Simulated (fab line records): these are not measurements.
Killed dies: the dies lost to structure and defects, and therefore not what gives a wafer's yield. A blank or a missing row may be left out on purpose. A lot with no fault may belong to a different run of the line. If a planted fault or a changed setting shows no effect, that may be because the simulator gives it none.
A struck lot beside a sound one / flow sky130 / 19 steps out of a route of 708
Sound: wafers L457.1, L457.2, L457.4. Wafers L461.4, L461.5, L461.6 were the ones struck. Last of all comes the cause.
Per side, at each step with rows, come the tool, then ch with its chambers, and then its first start. Under that, the readings that differ: sound wafers / struck wafers / difference of the means / sigmas: that difference in standard deviations of wafers without a fault.
alike: readings whose means differ by less than 2 such deviations, and words and numbers that are the same on both sides. not compared: withheld readings, readings that some wafer has no value for, bounds like >300 that may hide the same value, and numbers for which the record gives no deviation and whose values overlap.
The two part at a step that has a row with sigmas, a row that says differs or no value, or rows on one side only. Numbers that don't overlap but have no deviation are shown without sigmas and don't part them. A reading that every wafer of one side lacks parts them only if that side has two wafers or more.

first, 1 step without rows for these wafers: SKY_FIELD_ISO_ANNEAL_26 (time 1800 s).
SKY_FIELD_ISO_CMP_27: polishes, stops on Si3N4, t overpolish 16 s, target thk 457.8 nm.
  sound on cmp-01 ch 0,2,3, day 3 15:11; struck on cmp-02 ch 0,2,3, day 4 12:50
  alike: motorCurrentA, overpolishRunS, timeToEndpointS
then, 5 steps without rows for these wafers: SKY_FIELD_ISO_WET_ETCH_28 (etches SiO2 in dHF, target depth 23.7 nm, time 47 s); SKY_FIELD_ISO_WET_ETCH_29 (etches Si3N4 in H3PO4, target depth 160 nm, time 1825 s); SKY_FIELD_ISO_WET_ETCH_30 (etches SiO2 in dHF, target depth 25 nm, time 50 s); SKY_NWELL_CLEAN_00 (cleans in SC1/SC2, time 150 s); SKY_NWELL_OXIDATION_01 (stabilise 600 s, purge 300 s, target thk 10 nm).
SKY_NWELL_THK_MEAS_02:
  sound on filmMetro-02, day 3 18:04; struck on filmMetro-04, day 4 15:41
  alike: NWELL_OXIDATION_THK
then, 4 steps without rows for these wafers: SKY_DNWELL_DEHYDRATE_00 (time 60 s); SKY_DNWELL_HMDS_01 (prime time 60 s); SKY_DNWELL_COAT_02 (resist thk 3000 nm); SKY_DNWELL_SOFTBAKE_03.
SKY_DNWELL_EXPOSE_04: exposes mask DNM, target cd 3000 nm.
  sound on ilineStepper-01 ch 0, day 4 02:11; struck on ilineStepper-01, day 5 00:54
  no value came back on the struck wafers for exposureDoseMJCm2, focusOffsetNm (nm), na; on the sound wafers exposureDoseMJCm2 reads 222.40 222.14 222.17
  alike: mask
then, 3 steps without rows for these wafers: SKY_DNWELL_PEB_05; SKY_DNWELL_DEVELOP_06 (develop time 60 s); SKY_DNWELL_IMPLANT_07.
SKY_DNWELL_STRIP_08: strips in O2/N2.
  sound on plasmaAsher-04 ch 0,1, day 4 11:01; struck on plasmaAsher-03 ch 0,1, day 5 10:01
  alike: drypumpMotorCurrentA, oesProductAu, stripTimeToEndpointS
  not compared: rfHoursCounterH
SKY_DNWELL_TW_MEAS_09:
  sound on filmMetro-04, day 4 11:07; struck on filmMetro-01, day 5 10:07
reading=DNWELL_TW; sound=1119 1114 1113; struck=30 30 30; difference=-1085; sigmas=-99 or more
then, 1 step without rows for these wafers: SKY_PWDE_DEHYDRATE_00 (time 60 s).

WHERE THEY PART
Earliest at SKY_DNWELL_EXPOSE_04; latest, in this record, at SKY_DNWELL_TW_MEAS_09.

WHY: what had been put in by the simulator
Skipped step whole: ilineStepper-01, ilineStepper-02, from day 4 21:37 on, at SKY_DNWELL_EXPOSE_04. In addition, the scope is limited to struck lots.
